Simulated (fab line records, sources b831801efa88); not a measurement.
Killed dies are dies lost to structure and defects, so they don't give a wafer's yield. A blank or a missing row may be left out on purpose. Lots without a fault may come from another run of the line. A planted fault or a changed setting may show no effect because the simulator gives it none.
Which tool did it? | flow gf180mcu | 6 lots, 18 wafers sampled, at 1 step of a route of 602

WHAT THE GAUGES READ, wafer by wafer
GF_V2_THK_MEAS_01.
lot  | measured     | on            | V2_CVD_00_THK (nm)
L985 | day 20 02:38 | film_metro-04 | 602 606 604
L989 | day 21 13:10 | film_metro-03 | 601 603 603
L997 | day 24 08:46 | film_metro-04 | 599 598 592
L102 | day 25 21:35 | film_metro-04 | 596 598 598
L104 | day 26 11:17 | film_metro-04 | 598 595 594
L106 | day 27 03:20 | film_metro-02 | 610 595 603

WHICH TOOL RAN EACH LOT (tool, then ch and the chambers of the sampled wafers, then the start)
The record holds no process step before these readings.

THE ANSWER, worked out from the rows above alone
Rule: what is usual is taken from the lots themselves. Put in order of their means at a reading, lots are off if they are a third of the lots or fewer, leave a main group of 4 or more, and stand apart from it by a gap of 3 or more times the standard deviation of the main group's means; of several such gaps the widest counts. A main group whose means are all the same, to the digits that the tables above print for the reading, isn't used. A lot without any number at a reading at which 4 lots or more have one is off too. The other lots that the step has rows for count as sound.
No lot is off at any reading shown: from this, nothing can be told.

WHAT THE SIMULATOR HAD PUT IN
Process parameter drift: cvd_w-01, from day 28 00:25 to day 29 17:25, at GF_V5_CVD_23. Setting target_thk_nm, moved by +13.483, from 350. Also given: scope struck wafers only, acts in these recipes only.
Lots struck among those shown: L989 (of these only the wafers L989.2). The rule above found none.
